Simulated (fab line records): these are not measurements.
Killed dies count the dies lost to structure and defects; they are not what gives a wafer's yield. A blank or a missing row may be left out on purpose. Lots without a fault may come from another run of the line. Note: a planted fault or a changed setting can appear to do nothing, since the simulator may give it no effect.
fab line records	flow sky130
record: lots: 12	wafers: 36	lastDay: 50
route steps=708 shown VIA3@576 METAL4@600 PAD_OPEN@708
lots with no fault: from the same line, run without faults
startH: start of the lot's first displayed wafer, in hours after the record's first day	waitH: hours from the lot's prior step to this one	" unchanged from the row above	L1.1+2: several wafers, shown together as one row	- either no value or no given start	* or withheld: withheld	< > ~ a bound
route shown NAME@n: a module of which the file shows steps, and the number in the route of the first	usual: average and standard deviation across the fault-free wafers	same: alike in all rows	chamber/n: place in a boat	sites: readings site by site	_std_site: their standard deviation	_edge_site: mean of outer sites minus mean of inner sites	radiusMm: for every site, how far away it sits from the centre of the wafer	mask NAME#n: copy n	behind: the tool/chamber that last shaped the wafer	hold: what put the lot on hold/how long, in hours/how the hold closed	device: which transistor (n, p or np) failed to switch	end of line: the route-end tests of the same wafers	a step without rows: its recipe alone	killed: at the first sort, the dies lost to defects and structure; wafer yield is something else	map: dies across one wafer; x = killed, . = not, _ = none there
set.NAME: the setting the step ran with; set.NAME@STEP: the setting that earlier step ran with	model.NAME: the simulator's own value behind a step, which no gauge read
a sample of lots followed through the steps of the route, with each step as a table and each wafer as a row
services: a tool's chamber out of use, with start hour (startH, from the record's first day; less than 0 if before it), hours out, and reason
== steps ==
step: SKY_VIA3_BOW_MEAS_03
recipe: mode: bow
usual: VIA3_BOW: 78/7.8
lot.wafer	tool	chamber	startH	waitH	VIA3_BOW[um]
L374.2	filmMetro-01	-	898.22	0.2	78
L374.4	"	-	"	"	81
L374.5	"	-	"	"	72
L378.1	filmMetro-04	-	928.31	0.1	84
L378.3	"	-	"	"	83
L378.6	"	-	"	"	89
L383.4	filmMetro-03	-	972.15	0.3	79
L383.5	"	-	"	"	73
L383.6	"	-	"	"	64
L384.1	filmMetro-01	-	986.12	0.1	89
L384.3	"	-	"	"	92
L384.6	"	-	"	"	84
L388.3	filmMetro-03	-	997.49	0.2	87
L388.4	"	-	"	"	75
L388.5	"	-	"	"	75
L389.1	filmMetro-04	-	1014.00	0.1	86
L389.3	"	-	"	"	84
L389.5	"	-	"	"	72
L390.1	filmMetro-03	-	1018.83	0.1	65
L390.3	"	-	"	"	84
L390.6	"	-	"	"	70
L391.3	filmMetro-04	-	1023.84	0.2	82
L391.5	"	-	"	"	83
L391.6	"	-	"	"	76
L392.1	filmMetro-01	-	1028.35	0.2	78
L392.2	"	-	"	"	64
L392.5	"	-	"	"	72
L393.2	filmMetro-01	-	1037.06	0.1	76
L393.5	"	-	"	"	80
L393.6	"	-	"	"	83
L394.1	filmMetro-04	-	1037.30	0.2	59
L394.4	"	-	"	"	76
L394.6	"	-	"	"	79
L396.2	filmMetro-01	-	1048.40	0.2	83
L396.3	"	-	"	"	81
L396.6	"	-	"	"	69
step: SKY_VIA3_SPUTTER_20
recipe: material: TiN	targetThkNm: 20	chamberPressurePa: 5	powerW: 4000	timeS: 80
usual: cathodeDcPowerW: 4000.1/0.79	chamberPressurePa: 4.999/0.011	throttleValvePct: 30.1/1.2
lot.wafer	tool	chamber	startH	waitH	cathodeDcPowerW	chamberPressurePa	throttleValvePct
L374.2	pvdSputter-04	-	923.79	0.0	4001.2	5.010	32.1
L374.4	"	-	"	"	3998.6	4.999	30.6
L374.5	"	-	"	"	4000.4	5.015	32.3
L378.1	pvdSputter-04	-	952.97	0.0	3999.5	4.999	28.6
L378.3	"	-	"	"	4000.8	5.005	30.3
L378.6	"	-	"	"	4001.0	5.019	30.4
L383.4	pvdSputter-04	-	997.31	0.0	4000.2	4.985	28.7
L383.5	"	-	"	"	3999.5	4.985	30.6
L383.6	"	-	"	"	4000.2	5.008	32.3
L384.1	pvdSputter-01	-	1010.34	0.0	4001.1	4.974	31.0
L384.3	"	-	"	"	3999.9	4.992	29.0
L384.6	"	-	"	"	4000.6	5.000	30.1
L388.3	pvdSputter-03	-	1021.89	0.0	4002.1	4.991	31.0
L388.4	"	-	"	"	4002.0	5.009	31.0
L388.5	"	-	"	"	3999.2	4.987	31.6
L389.1	pvdSputter-01	-	1038.12	0.0	3999.1	5.000	30.4
L389.3	"	-	"	"	4001.5	5.008	30.8
L389.5	"	-	"	"	4001.9	4.990	29.1
L390.1	pvdSputter-03	-	1042.97	0.0	3999.2	5.019	29.2
L390.3	"	-	"	"	4000.7	5.013	27.3
L390.6	"	-	"	"	4000.6	5.019	29.1
L391.3	pvdSputter-04	-	1047.32	0.0	3999.5	4.994	29.7
L391.5	"	-	"	"	3999.5	4.994	32.3
L391.6	"	-	"	"	4001.2	5.003	30.1
L392.1	pvdSputter-03	-	1051.60	0.0	4000.1	4.993	31.4
L392.2	"	-	"	"	4000.9	5.014	29.1
L392.5	"	-	"	"	4000.3	4.996	31.0
L393.2	pvdSputter-04	-	1060.00	0.0	4000.7	4.994	32.1
L393.5	"	-	"	"	3999.9	5.001	30.0
L393.6	"	-	"	"	3999.8	5.008	32.3
L394.1	pvdSputter-01	-	1060.11	0.0	4000.3	4.990	30.0
L394.4	"	-	"	"	3999.7	5.007	29.1
L394.6	"	-	"	"	4000.2	4.981	30.2
L396.2	pvdSputter-03	-	1070.52	0.0	3999.2	4.983	27.4
L396.3	"	-	"	"	3999.7	5.000	30.8
L396.6	"	-	"	"	3999.9	4.983	27.3
step: SKY_METAL4_SPUTTER_02
recipe: material: AlCu	targetThkNm: 735	powerW: 10600	timeS: 39.1	chamberPressurePa: 0.4
usual: cathodeDcPowerW: 10600/2	chamberPressurePa: 0.4000/0.00096	throttleValvePct: 29.8/1.4
lot.wafer	tool	chamber	startH	waitH	cathodeDcPowerW	chamberPressurePa	throttleValvePct
L374.2	pvdSputter-03	-	924.50	0.0	10604	0.3997	31.0
L374.4	"	-	"	"	10599	0.4012	27.3
L374.5	"	-	"	"	10599	0.3998	31.3
L378.1	pvdSputter-03	-	953.68	0.0	10600	0.3994	27.3
L378.3	"	-	"	"	10599	0.4003	30.8
L378.6	"	-	"	"	10601	0.4010	31.7
L383.4	pvdSputter-04	-	998.21	0.0	10598	0.3993	28.6
L383.5	"	-	"	"	10603	0.3997	30.3
L383.6	"	-	"	"	10602	0.3992	32.1
L384.1	pvdSputter-04	-	1011.06	0.0	10598	0.4000	30.1
L384.3	"	-	"	"	10599	0.4016	30.5
L384.6	"	-	"	"	10601	0.4016	29.9
L388.3	pvdSputter-02	-	1022.61	0.0	10599	0.4010	30.6
L388.4	"	-	"	"	10602	0.3997	29.5
L388.5	"	-	"	"	10602	0.4001	29.4
L389.1	pvdSputter-02	-	1038.83	0.0	10601	0.3994	29.4
L389.3	"	-	"	"	10603	0.4003	30.7
L389.5	"	-	"	"	10597	0.4017	28.8
L390.1	pvdSputter-04	-	1043.71	0.0	10600	0.3999	30.6
L390.3	"	-	"	"	10598	0.4013	32.2
L390.6	"	-	"	"	10600	0.3988	30.2
L391.3	pvdSputter-02	-	1048.03	0.0	10597	0.3988	28.4
L391.5	"	-	"	"	10596	0.4009	28.6
L391.6	"	-	"	"	10601	0.4007	30.6
L392.1	pvdSputter-04	-	1052.87	0.0	10602	0.4002	30.7
L392.2	"	-	"	"	10603	0.4019	29.7
L392.5	"	-	"	"	10604	0.4008	29.0
L393.2	pvdSputter-03	-	1060.71	0.0	10602	0.4000	30.9
L393.5	"	-	"	"	10601	0.3990	27.3
L393.6	"	-	"	"	10599	0.4008	31.3
L394.1	pvdSputter-04	-	1060.92	0.0	10601	0.3997	30.4
L394.4	"	-	"	"	10599	0.4004	30.0
L394.6	"	-	"	"	10599	0.3985	28.9
L396.2	pvdSputter-04	-	1071.23	0.0	10600	0.3996	32.1
L396.3	"	-	"	"	10601	0.4022	30.2
L396.6	"	-	"	"	10600	0.4000	29.1
step: SKY_METAL4_SPUTTER_03
recipe: material: Ti	targetThkNm: 5	powerW: 3000	timeS: 3.3	chamberPressurePa: 0.4
usual: cathodeDcPowerW: 3000.0/0.54	chamberPressurePa: 0.3999/0.00079	throttleValvePct: 29.8/1.4
lot.wafer	tool	chamber	startH	waitH	cathodeDcPowerW	chamberPressurePa	throttleValvePct
L374.2	pvdSputter-03	-	924.54	0.0	3000.1	0.3996	31.2
L374.4	"	-	"	"	2999.8	0.3997	27.4
L374.5	"	-	"	"	3000.4	0.4004	31.5
L378.1	pvdSputter-03	-	953.72	0.0	2999.5	0.4007	27.4
L378.3	"	-	"	"	2999.7	0.4003	31.3
L378.6	"	-	"	"	3001.3	0.4004	31.5
L383.4	pvdSputter-04	-	998.24	0.0	-	-	-
L383.5	"	-	"	"	-	-	-
L383.6	"	-	"	"	-	-	-
L384.1	pvdSputter-04	-	1011.09	0.0	-	-	-
L384.3	"	-	"	"	-	-	-
L384.6	"	-	"	"	-	-	-
L388.3	pvdSputter-02	-	1022.64	0.0	3000.3	0.3988	30.6
L388.4	"	-	"	"	3000.0	0.3995	29.2
L388.5	"	-	"	"	3000.3	0.3993	29.4
L389.1	pvdSputter-02	-	1038.87	0.0	3000.1	0.3988	29.5
L389.3	"	-	"	"	2999.4	0.3995	30.7
L389.5	"	-	"	"	2999.8	0.3997	29.0
L390.1	pvdSputter-04	-	1043.75	0.0	2999.4	0.3995	30.4
L390.3	"	-	"	"	2998.8	0.3998	32.5
L390.6	"	-	"	"	2999.2	0.3985	30.2
L391.3	pvdSputter-02	-	1048.07	0.0	2999.6	0.3998	28.4
L391.5	"	-	"	"	3000.5	0.3989	28.5
L391.6	"	-	"	"	2999.3	0.4010	30.9
L392.1	pvdSputter-04	-	1052.91	0.0	2999.4	0.3981	30.7
L392.2	"	-	"	"	2999.5	0.3996	30.1
L392.5	"	-	"	"	3000.6	0.4000	28.7
L393.2	pvdSputter-03	-	1060.75	0.0	3000.0	0.3990	31.1
L393.5	"	-	"	"	2999.9	0.3984	27.2
L393.6	"	-	"	"	3000.6	0.3994	31.6
L394.1	pvdSputter-04	-	1060.96	0.0	3000.2	0.3989	30.4
L394.4	"	-	"	"	3000.3	0.3984	30.5
L394.6	"	-	"	"	2999.4	0.3997	28.9
L396.2	pvdSputter-04	-	1071.27	0.0	2999.7	0.4010	32.2
L396.3	"	-	"	"	2999.6	0.3998	30.4
L396.6	"	-	"	"	2999.3	0.4004	28.6
step: SKY_PAD_OPEN_PROBE_99
usual: defectLimitedYield: 82.1/2	killed_at_M0_to_M3: 44/7.8	killed_at_M4_up: 3.1/1.7	killedAtContacts: 25/5.1	killedAtFrontEnd: 15/4.4	killedAtOther: 0.5/0.68	killedDies: 88/9.9	killedOpen: 48/6.9	killedShort: 39/6.5	sort_bin_3_pad_short: 0.8/0.42	sort_bin_5_function: 10.6/1.5	sort_bin_6_memory: 6.5/1.2	sortNPass: 404/9.9	sortYieldPct: 82.1/2
same: grossDies: 492	killedAtBackSide: 0	sort_bin_4_leakage[%]: 0	sort_bin_8_speed[%]: 0
lot.wafer	tool	chamber	startH	waitH	defectLimitedYield[%]	killed_at_M0_to_M3	killed_at_M4_up	killedAtContacts	killedAtFrontEnd	killedAtOther	killedDies	killedOpen	killedShort	sort_bin_3_pad_short[%]	sort_bin_5_function[%]	sort_bin_6_memory[%]	sortNPass	sortYieldPct[%]
L374.2	prober-02	-	1068.00	0.1	83.1	43	0	22	18	0	83	44	39	0.8	9.3	6.7	409	83.1
L374.4	prober-02	-	1068.10	0.2	81.3	45	2	24	21	0	92	45	46	0.6	10.6	7.5	400	81.3
L374.5	prober-02	-	1068.15	0.2	83.5	53	1	19	8	0	81	41	40	0.8	9.6	6.1	411	83.5
L378.1	prober-02	-	1094.36	0.1	81.5	38	5	22	25	1	91	58	33	1.4	11.4	5.7	401	81.5
L378.3	prober-02	-	1094.46	0.2	80.9	52	2	30	10	0	94	52	42	0.6	12.6	5.9	398	80.9
L378.6	prober-02	-	1094.61	0.2	81.1	45	2	29	16	1	93	61	32	0.6	12.8	5.5	399	81.1
L383.4	prober-01	-	1132.74	0.2	81.9	48	5	20	15	1	89	52	36	0.6	11.4	6.1	403	81.9
L383.5	prober-01	-	1132.79	0.2	83.7	28	2	30	19	1	80	50	28	1.0	8.7	6.5	412	83.7
L383.6	prober-01	-	1132.84	0.2	81.9	44	1	33	11	0	89	47	42	1.0	10.2	6.9	403	81.9
L384.1	prober-02	-	1142.32	0.1	83.5	42	3	24	12	0	81	44	37	1.0	7.9	7.5	411	83.5
L384.3	prober-02	-	1142.42	0.2	85.0	28	3	26	17	0	74	36	38	0.2	9.1	5.7	418	85.0
L384.6	prober-02	-	1142.57	0.2	83.1	39	2	26	15	1	83	45	37	0.4	9.8	6.7	409	83.1
L388.3	prober-02	-	1151.66	0.2	84.1	47	2	15	14	0	78	46	31	0.2	11.0	4.7	414	84.1
L388.4	prober-02	-	1151.71	0.2	79.3	47	4	30	21	0	102	53	48	1.4	11.8	7.5	390	79.3
L388.5	prober-02	-	1151.76	0.2	83.7	40	4	22	14	0	80	44	36	1.2	8.9	6.1	412	83.7
L389.1	prober-01	-	1163.81	0.1	80.1	55	2	21	18	2	98	49	48	0.8	10.2	8.9	394	80.1
L389.3	prober-01	-	1163.91	0.2	81.1	41	4	30	18	0	93	50	43	0.2	11.0	7.7	399	81.1
L389.5	prober-01	-	1164.01	0.2	79.1	47	5	30	21	0	103	54	49	0.4	12.0	8.5	389	79.1
L390.1	prober-02	-	1167.56	0.1	80.1	54	3	23	18	0	98	56	42	0.6	12.8	6.5	394	80.1
L390.3	prober-02	-	1167.66	0.2	81.7	36	5	31	18	0	90	50	39	0.4	10.8	7.1	402	81.7
L390.6	prober-02	-	1167.81	0.2	86.0	34	1	24	10	0	69	36	33	0.6	8.5	4.9	423	86.0
L391.3	prober-01	-	1174.67	0.2	82.9	38	2	21	22	1	84	44	36	0.4	9.6	7.1	408	82.9
L391.5	prober-01	-	1174.77	0.2	82.1	42	3	28	15	0	88	50	38	1.0	11.0	5.9	404	82.1
L391.6	prober-01	-	1174.82	0.2	82.5	48	3	22	11	2	86	44	42	0.2	10.8	6.5	406	82.5
L392.1	prober-02	-	1177.17	0.1	83.1	43	2	22	15	1	83	40	43	1.8	7.9	7.1	409	83.1
L392.2	prober-02	-	1177.22	0.1	80.5	47	2	25	22	0	96	53	43	1.2	11.6	6.7	396	80.5
L392.5	prober-02	-	1177.37	0.2	86.2	32	3	17	16	0	68	30	38	1.0	7.9	4.9	424	86.2
L394.1	prober-01	-	1181.80	0.1	80.5	46	1	32	14	3	96	54	39	1.4	9.6	8.5	396	80.5
L394.4	prober-01	-	1181.95	0.2	80.9	49	2	23	19	1	94	49	43	1.4	11.2	6.5	398	80.9
L394.6	prober-01	-	1182.05	0.2	81.1	46	4	27	16	0	93	55	35	1.8	11.4	5.7	399	81.1
L393.2	prober-02	-	1181.85	0.1	78.0	60	3	23	22	0	108	52	55	1.6	13.0	7.3	384	78.0
L393.5	prober-02	-	1182.00	0.2	83.3	40	2	28	9	3	82	44	36	0.6	10.0	6.1	410	83.3
L393.6	prober-02	-	1182.05	0.2	82.5	47	4	22	12	1	86	44	41	0.6	11.2	5.7	406	82.5
L396.2	prober-01	-	1191.75	0.1	83.9	42	2	19	16	0	79	40	38	0.8	10.6	4.7	413	83.9
L396.3	prober-01	-	1191.80	0.2	82.7	39	4	19	23	0	85	46	39	0.4	10.2	6.7	407	82.7
L396.6	prober-01	-	1191.95	0.2	84.8	35	5	26	9	0	75	40	34	0.2	9.3	5.7	417	84.8
killed by level:class
L374.2 VIA1:geometricParticle:open=14 CONTACT:geometricParticle:open=7 CONTACT:geometricParticle:short=6 VIA3:geometricParticle:open=6 VIA1:geometricParticle:short=5 POLY_GATE:geometricParticle:short=5 FIELD_ISO:geometricParticle:open=4 LI_CONTACT:geometricParticle:open=4
L374.4 CONTACT:geometricParticle:open=10 FIELD_ISO:geometricParticle:short=7 METAL1:geometricParticle:short=7 VIA1:geometricParticle:short=7 VIA1:geometricParticle:open=7 POLY_GATE:geometricParticle:open=6 VIA2:geometricParticle:open=6 FIELD_ISO:geometricParticle:open=5
L374.5 CONTACT:geometricParticle:open=11 VIA1:geometricParticle:open=11 METAL2:geometricParticle:short=8 METAL1:geometricParticle:short=8 VIA1:geometricParticle:short=6 LI_CONTACT:geometricParticle:open=5 METAL3:geometricParticle:short=5 VIA3:geometricParticle:open=4
L378.1 VIA1:geometricParticle:open=11 LI_CONTACT:geometricParticle:open=9 CONTACT:geometricParticle:open=9 FIELD_ISO:geometricParticle:short=8 VIA2:geometricParticle:open=7 POLY_GATE:geometricParticle:open=6 POLY_GATE:geometricParticle:short=4 VIA3:geometricParticle:open=4
L378.3 CONTACT:geometricParticle:open=11 VIA1:geometricParticle:open=10 METAL1:geometricParticle:short=9 VIA3:geometricParticle:open=7 LI_CONTACT:geometricParticle:open=6 LOCAL_INTERCONNECT:geometricParticle:short=6 VIA2:geometricParticle:open=6 METAL2:geometricParticle:short=5
L378.6 VIA1:geometricParticle:open=13 VIA2:geometricParticle:open=10 CONTACT:geometricParticle:open=10 LI_CONTACT:geometricParticle:open=8 VIA1:geometricParticle:short=7 VIA3:geometricParticle:open=6 FIELD_ISO:geometricParticle:open=4 LOCAL_INTERCONNECT:geometricParticle:short=4
L383.4 VIA3:geometricParticle:open=14 VIA1:geometricParticle:open=9 LI_CONTACT:geometricParticle:open=7 VIA2:geometricParticle:short=6 VIA2:geometricParticle:open=6 FIELD_ISO:geometricParticle:open=5 CONTACT:geometricParticle:open=5 METAL4:geometricParticle:short=5
L383.5 LI_CONTACT:geometricParticle:open=13 VIA1:geometricParticle:open=9 CONTACT:geometricParticle:open=8 FIELD_ISO:geometricParticle:short=7 FIELD_ISO:geometricParticle:open=5 POLY_GATE:geometricParticle:open=5 VIA3:geometricParticle:open=5 CONTACT:geometricParticle:short=4
L383.6 LI_CONTACT:geometricParticle:open=14 VIA1:geometricParticle:open=12 LI_CONTACT:geometricParticle:short=7 CONTACT:geometricParticle:open=6 METAL1:geometricParticle:short=6 CONTACT:geometricParticle:short=5 VIA3:geometricParticle:open=5 FIELD_ISO:geometricParticle:short=4
L384.1 CONTACT:geometricParticle:open=10 VIA2:geometricParticle:open=10 LI_CONTACT:geometricParticle:open=8 VIA3:geometricParticle:open=7 METAL1:geometricParticle:short=6 FIELD_ISO:geometricParticle:short=4 METAL3:geometricParticle:short=4 FIELD_ISO:geometricParticle:open=3
L384.3 CONTACT:geometricParticle:open=10 LOCAL_INTERCONNECT:geometricParticle:short=6 VIA1:geometricParticle:open=6 VIA3:geometricParticle:open=6 VIA1:geometricParticle:short=5 FIELD_ISO:geometricParticle:open=4 FIELD_ISO:geometricParticle:short=4 LI_CONTACT:geometricParticle:open=4
L384.6 LI_CONTACT:geometricParticle:open=11 VIA1:geometricParticle:open=9 CONTACT:geometricParticle:open=8 VIA2:geometricParticle:open=6 FIELD_ISO:geometricParticle:short=5 VIA1:geometricParticle:short=5 METAL1:geometricParticle:short=5 METAL3:geometricParticle:short=5
L388.3 VIA1:geometricParticle:open=12 CONTACT:geometricParticle:open=6 VIA2:geometricParticle:open=6 VIA3:geometricParticle:open=5 FIELD_ISO:geometricParticle:open=4 CONTACT:geometricParticle:short=4 METAL1:geometricParticle:short=4 VIA1:geometricParticle:short=4
L388.4 CONTACT:geometricParticle:open=14 METAL1:geometricParticle:short=11 VIA1:geometricParticle:short=8 VIA3:geometricParticle:open=8 VIA2:geometricParticle:open=7 VIA1:geometricParticle:open=7 CONTACT:geometricParticle:short=6 FIELD_ISO:geometricParticle:short=5
L388.5 VIA3:geometricParticle:open=11 CONTACT:geometricParticle:open=9 VIA1:geometricParticle:open=8 FIELD_ISO:geometricParticle:open=5 LOCAL_INTERCONNECT:geometricParticle:short=5 FIELD_ISO:geometricParticle:short=4 METAL1:geometricParticle:short=4 VIA1:geometricParticle:short=4
L389.1 VIA1:geometricParticle:open=10 CONTACT:geometricParticle:short=7 CONTACT:geometricParticle:open=7 VIA1:geometricParticle:short=7 VIA3:geometricParticle:open=7 POLY_GATE:geometricParticle:open=5 METAL2:geometricParticle:short=5 VIA3:geometricParticle:short=5
L389.3 CONTACT:geometricParticle:open=12 VIA1:geometricParticle:open=9 VIA2:geometricParticle:open=8 POLY_GATE:geometricParticle:short=7 LI_CONTACT:geometricParticle:short=6 VIA1:geometricParticle:short=6 LI_CONTACT:geometricParticle:open=5 VIA3:geometricParticle:open=5
L389.5 CONTACT:geometricParticle:open=11 VIA1:geometricParticle:open=11 LI_CONTACT:geometricParticle:open=9 METAL2:geometricParticle:short=8 VIA1:geometricParticle:short=6 FIELD_ISO:geometricParticle:short=5 CONTACT:geometricParticle:short=5 VIA2:geometricParticle:open=5
L390.1 VIA1:geometricParticle:open=13 CONTACT:geometricParticle:open=12 VIA2:geometricParticle:open=10 POLY_GATE:geometricParticle:open=7 METAL2:geometricParticle:short=7 METAL1:geometricParticle:short=6 CONTACT:geometricParticle:short=5 VIA1:geometricParticle:short=5
L390.3 CONTACT:geometricParticle:open=14 VIA1:geometricParticle:open=9 POLY_GATE:geometricParticle:short=7 LI_CONTACT:geometricParticle:open=6 VIA3:geometricParticle:open=5 POLY_GATE:geometricParticle:open=4 CONTACT:geometricParticle:short=4 LI_CONTACT:geometricParticle:short=4
L390.6 CONTACT:geometricParticle:open=10 LI_CONTACT:geometricParticle:open=7 POLY_GATE:geometricParticle:short=5 METAL2:geometricParticle:short=5 METAL1:geometricParticle:short=5 VIA1:geometricParticle:open=5 VIA2:geometricParticle:open=4 POLY_GATE:geometricParticle:open=3
L391.3 VIA1:geometricParticle:open=10 METAL1:geometricParticle:short=9 LI_CONTACT:geometricParticle:open=7 CONTACT:geometricParticle:open=7 VIA2:geometricParticle:open=7 POLY_GATE:geometricParticle:short=4 POLY_GATE:areaEtch=4 FIELD_ISO:geometricParticle:short=3
L391.5 VIA1:geometricParticle:open=10 CONTACT:geometricParticle:open=10 LI_CONTACT:geometricParticle:open=7 FIELD_ISO:geometricParticle:open=5 VIA1:geometricParticle:short=5 VIA2:geometricParticle:short=5 VIA2:geometricParticle:open=5 CONTACT:geometricParticle:short=4
L391.6 VIA1:geometricParticle:open=11 VIA3:geometricParticle:open=9 CONTACT:geometricParticle:open=8 METAL1:geometricParticle:short=6 POLY_GATE:geometricParticle:open=5 LOCAL_INTERCONNECT:geometricParticle:short=5 METAL3:geometricParticle:short=5 LI_CONTACT:geometricParticle:short=4
L392.1 VIA1:geometricParticle:open=9 METAL1:geometricParticle:short=8 METAL2:geometricParticle:short=8 CONTACT:geometricParticle:open=7 LI_CONTACT:geometricParticle:open=6 FIELD_ISO:geometricParticle:open=5 CONTACT:geometricParticle:short=5 VIA1:geometricParticle:short=5
L392.2 VIA1:geometricParticle:open=10 CONTACT:geometricParticle:open=9 FIELD_ISO:geometricParticle:short=8 VIA2:geometricParticle:open=8 VIA1:geometricParticle:short=7 VIA3:geometricParticle:open=7 LI_CONTACT:geometricParticle:open=6 CONTACT:geometricParticle:short=6
L392.5 METAL1:geometricParticle:short=10 CONTACT:geometricParticle:open=6 METAL2:geometricParticle:short=5 FIELD_ISO:geometricParticle:open=5 METAL3:geometricParticle:short=5 VIA1:geometricParticle:open=4 LI_CONTACT:geometricParticle:open=3 LOCAL_INTERCONNECT:geometricParticle:short=3
L394.1 CONTACT:geometricParticle:open=12 VIA1:geometricParticle:open=11 VIA2:geometricParticle:open=8 VIA3:geometricParticle:open=7 LI_CONTACT:geometricParticle:open=6 METAL1:geometricParticle:short=6 LI_CONTACT:geometricParticle:short=5 CONTACT:geometricParticle:short=5
L393.2 VIA1:geometricParticle:open=16 METAL1:geometricParticle:short=11 VIA1:geometricParticle:short=11 CONTACT:geometricParticle:open=9 POLY_GATE:geometricParticle:open=8 POLY_GATE:geometricParticle:short=8 LI_CONTACT:geometricParticle:open=6 VIA3:geometricParticle:open=5
L394.4 VIA1:geometricParticle:open=17 VIA2:geometricParticle:open=9 METAL2:geometricParticle:short=7 LOCAL_INTERCONNECT:geometricParticle:short=7 CONTACT:geometricParticle:open=6 VIA3:geometricParticle:short=6 LI_CONTACT:geometricParticle:open=5 VIA3:geometricParticle:open=5
L393.5 VIA1:geometricParticle:open=10 LOCAL_INTERCONNECT:geometricParticle:short=7 CONTACT:geometricParticle:open=7 VIA3:geometricParticle:open=7 LI_CONTACT:geometricParticle:open=6 METAL2:geometricParticle:short=5 METAL1:geometricParticle:short=4 FIELD_ISO:geometricParticle:open=3
L393.6 CONTACT:geometricParticle:open=10 VIA3:geometricParticle:open=8 VIA1:geometricParticle:open=7 METAL1:geometricParticle:short=6 METAL2:geometricParticle:short=6 LI_CONTACT:geometricParticle:open=5 VIA3:geometricParticle:short=5 VIA2:geometricParticle:open=4
L394.6 VIA3:geometricParticle:open=12 CONTACT:geometricParticle:open=9 VIA1:geometricParticle:open=8 VIA2:geometricParticle:open=7 POLY_GATE:geometricParticle:open=5 LI_CONTACT:geometricParticle:open=5 CONTACT:geometricParticle:short=5 VIA3:geometricParticle:short=5
L396.2 VIA1:geometricParticle:open=12 VIA3:geometricParticle:open=8 METAL1:geometricParticle:short=6 LOCAL_INTERCONNECT:geometricParticle:short=6 POLY_GATE:geometricParticle:short=5 LI_CONTACT:geometricParticle:open=5 CONTACT:geometricParticle:open=5 FIELD_ISO:geometricParticle:short=4
L396.3 CONTACT:geometricParticle:open=12 FIELD_ISO:geometricParticle:open=9 POLY_GATE:geometricParticle:short=6 METAL2:geometricParticle:short=6 METAL1:geometricParticle:short=6 VIA1:geometricParticle:open=6 FIELD_ISO:geometricParticle:short=5 LI_CONTACT:geometricParticle:open=4
L396.6 VIA1:geometricParticle:open=9 LI_CONTACT:geometricParticle:open=7 CONTACT:geometricParticle:open=7 LI_CONTACT:geometricParticle:short=6 VIA2:geometricParticle:open=6 CONTACT:geometricParticle:short=4 METAL3:geometricParticle:short=4 METAL4:geometricParticle:short=3
== services ==
tool	chamber	startH	hours	kind
pvdSputter-01	-	906.17	2.1	repair
pvdSputter-02	-	937.43	0.5	repair
pvdSputter-01	-	943.68	4.6	repair
pvdSputter-03	-	986.14	23.3	repair
pvdSputter-04	-	1000.32	8.0	repair
pvdSputter-01	-	1046.73	9.5	repair
== key ==
firstSign: step: SKY_METAL4_SPUTTER_03	reading: toolRecord	direction: missing
effect none on later readings
metAt SKY_METAL4_SPUTTER_03
struckLots L383,L384
notActingAt SKY_VIA3_BOW_MEAS_03,SKY_VIA3_SPUTTER_20,SKY_METAL4_SPUTTER_02
fault: kind: skippedStepWhole	tool: pvdSputter-04	chamber: -	onsetH: 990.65	steps: SKY_METAL4_SPUTTER_03	scope: struckLotsOnly
